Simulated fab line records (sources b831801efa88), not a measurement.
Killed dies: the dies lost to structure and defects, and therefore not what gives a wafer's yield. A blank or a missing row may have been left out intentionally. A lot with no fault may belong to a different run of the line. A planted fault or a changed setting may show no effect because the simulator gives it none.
What tool caused it? | flow sky130 | 18 wafers from 6 lots sampled at 3 of the route's 708 steps

== WHAT THE GAUGES READ, wafer by wafer ==
SKY_PASSIVATION_THK_MEAS_01.
lot  | measured     | on            | PASSIVATION_CVD_00_THK (nm)
L587 | day 45 05:13 | film-metro-02 | 88.4 89.5 92.1
L590 | day 45 06:08 | film-metro-02 | 92.4 92.8 90.8
L592 | day 47 13:00 | film-metro-04 | 91.3 92.2 93.3
L594 | day 47 18:04 | film-metro-03 | 89.5 90.4 91.5
L600 | day 47 19:37 | film-metro-03 | 91.3 89.8 94.0
L607 | day 49 07:52 | film-metro-03 | 89.2 90.7 91.6

== WHAT TOOL EACH LOT RAN ON (gives the tool, then ch and the chambers of the sampled wafers, and finally the start) ==
lot  | SKY_VIA3_SPUTTER_20          | SKY_PASSIVATION_CVD_00
L587 | pvd-sputter-04, day 41 02:16 | pecvd-03 ch 0,1,2, day 45 05:11
L590 | pvd-sputter-01, day 41 05:34 | pecvd-02 ch 0,1,2, day 45 06:07
L592 | pvd-sputter-01, day 43 17:34 | pecvd-03 ch 0,2, day 47 12:58
L594 | pvd-sputter-04, day 43 22:43 | pecvd-02 ch 0,2, day 47 18:02
L600 | pvd-sputter-01, day 44 00:41 | pecvd-02 ch 0,1,2, day 47 19:36
L607 | pvd-sputter-04, day 45 17:59 | pecvd-01 ch 0,1,2, day 49 07:49
- SKY_VIA3_SPUTTER_20: material TiN, target thk 20 nm, time 80 s.
- SKY_PASSIVATION_CVD_00: deposits SiO2, target thk 90 nm.

== THE ANSWER, worked out from the rows above alone ==
Rule: the lots themselves supply what counts as usual. The widest of any qualifying gaps counts: lots, ordered by their means at a reading, are off when they make up no more than a third of the lots, leave a main group of 4 or more, and stand apart from it by 3 or more times the standard deviation of that group's means. Not used: any main group whose means are identical at the precision the tables above print for the reading. Also off: a lot with no number at a reading for which 4 or more lots have one. All remaining lots with rows at the step are treated as sound.
No lot is off on any of the readings shown, so nothing can be concluded from this.

== WHAT THE SIMULATOR HAD PUT IN ==
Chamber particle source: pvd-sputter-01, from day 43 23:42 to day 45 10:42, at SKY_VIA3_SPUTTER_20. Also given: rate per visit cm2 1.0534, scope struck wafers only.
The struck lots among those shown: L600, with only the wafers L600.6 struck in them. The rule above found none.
